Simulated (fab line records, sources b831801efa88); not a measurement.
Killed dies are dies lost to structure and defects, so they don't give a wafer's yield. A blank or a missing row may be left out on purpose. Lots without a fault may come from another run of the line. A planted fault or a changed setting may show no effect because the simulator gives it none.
Which tool did it? | flow gf180mcu | 12 lots, 36 wafers sampled, at 6 steps of a route of 602

WHAT THE GAUGES READ, wafer by wafer
GF_POLY_GATE_CD_MEAS_10: target cd 280 nm. Usual: cd_nm 279.9 nm, standard deviation 1.1.
lot  | measured     | on        | cd_nm (nm)        | flag
L168 | day 9 10:28  | cd_sem-01 | 280.4 281.0 281.2 |
L171 | day 10 01:47 | cd_sem-01 | 280.0 281.3 279.8 |
L176 | day 11 13:50 | cd_sem-01 | 277.9 280.1 279.1 |
L178 | day 12 01:22 | cd_sem-01 | 280.5 280.5 281.0 |
L179 | day 12 09:43 | cd_sem-01 | 280.3 280.8 279.2 |
L183 | day 13 15:09 | cd_sem-01 | 279.0 279.4 279.0 |
L184 | day 13 19:07 | cd_sem-01 | 279.4 279.2 279.4 |
L185 | day 14 05:29 | cd_sem-01 | 279.4 280.0 279.7 |
L186 | day 14 12:17 | cd_sem-01 | 277.4 277.7 275.1 |
L189 | day 15 12:53 | cd_sem-02 | 279.8 279.5 279.5 |
L190 | day 15 21:22 | cd_sem-02 | 280.4 280.1 279.8 |
L191 | day 16 00:05 | cd_sem-02 | 280.4 279.6 279.4 |

GF_HV_LDD_TW_MEAS_38. Usual: HV_LDD_3_TW 1435, standard deviation 12.
lot  | measured     | on            | HV_LDD_3_TW    | flag
L168 | day 11 19:02 | film_metro-04 | 1443 1449 1456 |
L171 | day 12 11:08 | film_metro-01 | 1425 1432 1427 |
L176 | day 14 04:38 | film_metro-01 | 1439 1444 1438 |
L178 | day 14 18:37 | film_metro-04 | 1448 1456 1451 |
L179 | day 15 02:49 | film_metro-01 | 1427 1423 1441 |
L183 | day 16 09:35 | film_metro-03 | 1422 1436 1427 |
L184 | day 16 14:38 | film_metro-03 | 1355 1350 1351 | OFF
L185 | day 17 01:19 | film_metro-04 | 1370 1369 1377 | OFF
L186 | day 17 08:50 | film_metro-03 | 1349 1353 1344 | OFF
L189 | day 18 13:05 | film_metro-04 | 1435 1446 1434 |
L190 | day 18 23:59 | film_metro-01 | 1434 1427 1431 |
L191 | day 19 02:06 | film_metro-01 | 1442 1429 1430 |

GF_HV_LDD_RS_MEAS_53: measures by four-point-probe. Usual: HV_LDD_RS 418.5 ohm/sq, standard deviation 1.
lot  | measured     | on            | HV_LDD_RS (ohm/sq) | flag
L168 | day 12 14:56 | film_metro-01 | 419.9 418.5 418.7  |
L171 | day 13 06:58 | film_metro-03 | 419.5 417.7 418.6  |
L176 | day 15 01:46 | film_metro-03 | 418.8 418.1 417.6  |
L178 | day 15 16:03 | film_metro-01 | 420.6 419.4 420.4  |
L179 | day 16 00:38 | film_metro-04 | 417.9 417.8 417.0  |
L183 | day 17 08:59 | film_metro-01 | 420.4 418.7 418.5  |
L184 | day 17 14:28 | film_metro-03 | 430.6 429.7 431.0  | OFF
L185 | day 18 01:01 | film_metro-04 | 430.5 429.8 430.2  | OFF
L186 | day 18 08:04 | film_metro-04 | 430.3 430.6 429.4  | OFF
L189 | day 19 13:43 | film_metro-03 | 419.3 417.5 418.0  |
L190 | day 20 01:01 | film_metro-01 | 418.5 418.1 418.7  |
L191 | day 20 03:17 | film_metro-03 | 419.0 418.5 418.7  |

GF_NSD_TW_MEAS_12. Usual: NSD_TW 4244, standard deviation 33.
lot  | measured     | on            | NSD_TW         | flag
L168 | day 13 14:33 | film_metro-02 | 4213 4193 4204 |
L171 | day 14 06:20 | film_metro-02 | 4236 4234 4224 |
L176 | day 16 03:02 | film_metro-02 | 4246 4262 4239 |
L178 | day 16 17:08 | film_metro-02 | 4237 4235 4218 |
L179 | day 17 02:06 | film_metro-01 | 4224 4238 4239 |
L183 | day 18 11:52 | film_metro-01 | 4269 4249 4251 |
L184 | day 18 17:59 | film_metro-02 | 4252 4267 4240 |
L185 | day 19 04:44 | film_metro-02 | 4222 4241 4251 |
L186 | day 19 11:35 | film_metro-01 | 4219 4201 4231 |
L189 | day 20 17:17 | film_metro-04 | 4304 4296 4285 |
L190 | day 21 04:38 | film_metro-02 | 4207 4247 4220 |
L191 | day 21 05:52 | film_metro-04 | 4311 4323 4291 |

WHICH TOOL RAN EACH LOT (tool, then ch and the chambers of the sampled wafers, then the start)
lot  | GF_HV_LDD_IMPLANT_34            | GF_HV_LDD_STRIP_37
L168 | implanter-01 ch 0, day 11 18:31 | plasma_asher-02 ch 0,1, day 11 18:56
L171 | implanter-03 ch 0, day 12 10:35 | plasma_asher-04 ch 0,1, day 12 11:02
L176 | implanter-01 ch 0, day 14 04:05 | plasma_asher-01 ch 0,1, day 14 04:32
L178 | implanter-03 ch 0, day 14 18:04 | plasma_asher-01 ch 0,1, day 14 18:31
L179 | implanter-01 ch 0, day 15 02:17 | plasma_asher-04 ch 0,1, day 15 02:43
L183 | implanter-03 ch 0, day 16 09:04 | plasma_asher-01 ch 0,1, day 16 09:30
L184 | implanter-03 ch 0, day 16 14:05 | plasma_asher-04 ch 0,1, day 16 14:32
L185 | implanter-03 ch 0, day 17 00:46 | plasma_asher-04 ch 0,1, day 17 01:13
L186 | implanter-03 ch 0, day 17 08:17 | plasma_asher-04 ch 0,1, day 17 08:44
L189 | implanter-01 ch 0, day 18 12:32 | plasma_asher-01 ch 0,1, day 18 12:59
L190 | implanter-01 ch 0, day 18 23:26 | plasma_asher-04 ch 0,1, day 18 23:52
L191 | implanter-02 ch 0, day 19 01:35 | plasma_asher-02 ch 0,1, day 19 02:01
- GF_HV_LDD_IMPLANT_34
- GF_HV_LDD_STRIP_37: strips in O2/N2.

WHAT THE TOOLS THEMSELVES READ (means of the sampled wafers that have a number; where no wafer has one, the mark that the record gives instead)
GF_HV_LDD_IMPLANT_34. Usual: dose_ions_cm2 7.499e+12, standard deviation 8.2e+09; faraday_current_uA 42.2, standard deviation 0.83.
lot  | tool         | dose_ions_cm2 | faraday_current_uA | flag
L168 | implanter-01 | 7.495e+12     | 42.1               |
L171 | implanter-03 | 7.508e+12     | 42.4               |
L176 | implanter-01 | 7.503e+12     | 43.2               |
L178 | implanter-03 | 7.502e+12     | 41.9               |
L179 | implanter-01 | 7.510e+12     | 42.3               |
L183 | implanter-03 | 7.499e+12     | 42.1               |
L184 | implanter-03 | 2.903e+12     | 16.6               | OFF
L185 | implanter-03 | 2.906e+12     | 16.3               | OFF
L186 | implanter-03 | 2.896e+12     | 16.5               | OFF
L189 | implanter-01 | 7.500e+12     | 42.4               |
L190 | implanter-01 | 7.496e+12     | 42.6               |
L191 | implanter-02 | 7.514e+12     | 42.6               |

GF_HV_LDD_STRIP_37. Usual: drypump_motor_current_A 5.5 A, standard deviation 0.61; heater_power_w 331 W, standard deviation 34; oes_product_au 0.716 a.u., standard deviation 0.005; strip_time_to_endpoint_s 12.63 s, standard deviation 0.037.
lot  | tool            | drypump_motor_current_A (A) | heater_power_w (W) | oes_product_au (a.u.) | strip_time_to_endpoint_s (s) | flag
L168 | plasma_asher-02 | 5.1                         | 369                | 0.715                 | 12.65                        |
L171 | plasma_asher-04 | 5.1                         | 312                | 0.713                 | 12.65                        |
L176 | plasma_asher-01 | 5.6                         | 325                | 0.710                 | 12.62                        |
L178 | plasma_asher-01 | 6.0                         | 332                | 0.718                 | 12.58                        |
L179 | plasma_asher-04 | 5.5                         | 294                | 0.714                 | 12.70                        |
L183 | plasma_asher-01 | 5.6                         | 331                | 0.716                 | 12.56                        |
L184 | plasma_asher-04 | 5.2                         | 317                | 0.720                 | 12.62                        |
L185 | plasma_asher-04 | 5.1                         | 310                | 0.720                 | 12.63                        |
L186 | plasma_asher-04 | 5.5                         | 289                | 0.719                 | 12.65                        |
L189 | plasma_asher-01 | 5.6                         | 328                | 0.716                 | 12.60                        |
L190 | plasma_asher-04 | 5.2                         | 311                | 0.717                 | 12.63                        |
L191 | plasma_asher-02 | 5.6                         | 368                | 0.717                 | 12.60                        |

THE ANSWER, worked out from the rows above alone
Rule: a lot is off if the mean of its wafers that have a number lies more than 3 standard deviations from the usual mean. A lot without any number at a reading at which 4 lots or more have one is off too. The other lots that the step has rows for count as sound. The gauges are gone through in route order, then the tools' own readings, and for those a lot's mean is taken as printed above. The first step at which some lot is off is used, and at that step the reading that is off furthest; a lot without a number counts as furthest.
Off: L184, L185, L186, at GF_HV_LDD_TW_MEAS_38 (HV_LDD_3_TW).
A tool fits if, at a process step before that reading, it ran every lot that is off, and no sound lot after the first of them. The gauges at GF_HV_LDD_TW_MEAS_38 aren't tried: what is off there is off at GF_HV_LDD_IMPLANT_34 too, on other tools, and a gauge's error can't cause that. One fits: implanter-03 at GF_HV_LDD_IMPLANT_34. Its last sound lot is L183 (day 16 09:04), its first lot that is off L184 (day 16 14:05): a fault that began between those two fits.
The tool's own readings at GF_HV_LDD_IMPLANT_34 bear it out: on the lots that are off they differ by more than 5 times the standard deviation of the sound lots' means. dose_ions_cm2 reads 2.902e+12 there against 7.503e+12 on the sound lots; faraday_current_uA reads 16.5 there against 42.4 on the sound lots.

WHAT THE SIMULATOR HAD PUT IN
Process parameter drift: implanter-03, from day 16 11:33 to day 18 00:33, at GF_HV_LDD_IMPLANT_34. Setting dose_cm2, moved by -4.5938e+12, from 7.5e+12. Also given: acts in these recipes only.
Lots struck among those shown: L184, L185, L186. The rule above found the same.
